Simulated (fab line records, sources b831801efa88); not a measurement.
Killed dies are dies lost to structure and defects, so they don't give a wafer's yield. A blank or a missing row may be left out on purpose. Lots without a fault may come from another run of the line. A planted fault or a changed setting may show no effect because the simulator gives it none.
Problem report in the 8D (eight disciplines) form, filled by code | flow sky130 | the parts of the form that need people (team, actions taken, sign-off) are left out

1. THE PROBLEM
spin_speed_rpm at SKY_PAD_OPEN_COAT_02 reads a mean of 2067.0 rpm on 6 wafers of 2 lots; wafers without a fault read 2000.0 rpm with a standard deviation of 1.6. That is +42 standard deviations from the usual mean.
The step: resist thk 3000 nm.
First seen on wafer L546.3, day 47 22:20, on litho_track-04. The record holds 39 wafers of 13 lots with a number at this step. Rule for "out", or "out of limits": more than 4 standard deviations from the usual mean. The other wafers with a number count as sound.

2. WHAT IT IS AND WHAT IT IS NOT
question                    | is                     | is not
which readings at this step | spin_speed_rpm         | -
which lots                  | L546, L548             | L536, L537, L539, L543, L550, L551, L552, L553, L556, L557, L558
which wafers of those lots  | all that have a number | -
read on which tools         | litho_track-04         | litho_track-01, litho_track-03
when                        | from day 47 22:20      | up to then (12 sound wafers); but 21 sound wafers of L550, L551, L552, L553, L556, L557, L558 came after

3. SUSPECTS, AND WHAT RULES EACH OUT
Counting: a tool at a process step up to the reading stays a suspect if it ran every lot that is out and no sound lot after the first of them.
- litho_track-04 at SKY_PAD_OPEN_COAT_02 (resist thk 3000 nm): kept. It ran every lot that is out, first L546 (day 47 22:20), and no sound lot after that; its last sound lot up to then is L539 (day 46 04:20). Its own readings are out on those wafers: spin_speed_rpm.
Left after counting: litho_track-04 at SKY_PAD_OPEN_COAT_02.

4. THE CAUSE (what the simulator had put in)
Process parameter drift: litho_track-04, from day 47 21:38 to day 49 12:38, at SKY_PAD_OPEN_COAT_02. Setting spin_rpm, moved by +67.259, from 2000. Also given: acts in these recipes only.
Counting left only this tool.

5. THE CHAIN OF EFFECTS, in route order
Each row: a reading whose mean over the struck wafers that have a number lies more than 3 standard deviations from the usual. Only readings for which the record gives a usual standard deviation are gone through. hours: the time from each lot's start at the first step in this table that gives one to its start at this step, as a median over the lots. sigmas: the change in usual standard deviations.
hours | step                 | reading        | usual      | on struck wafers | change | sigmas
0     | SKY_PAD_OPEN_COAT_02 | spin_speed_rpm | 2000.0 rpm | 2067.0           | +67.0  | +42
The process steps in it:
- SKY_PAD_OPEN_COAT_02: resist thk 3000 nm.

6. WHAT WOULD HAVE CAUGHT IT SOONER
In this record the first reading out of limits was taken at day 47 22:20, 1 hour after the fault began at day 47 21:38.
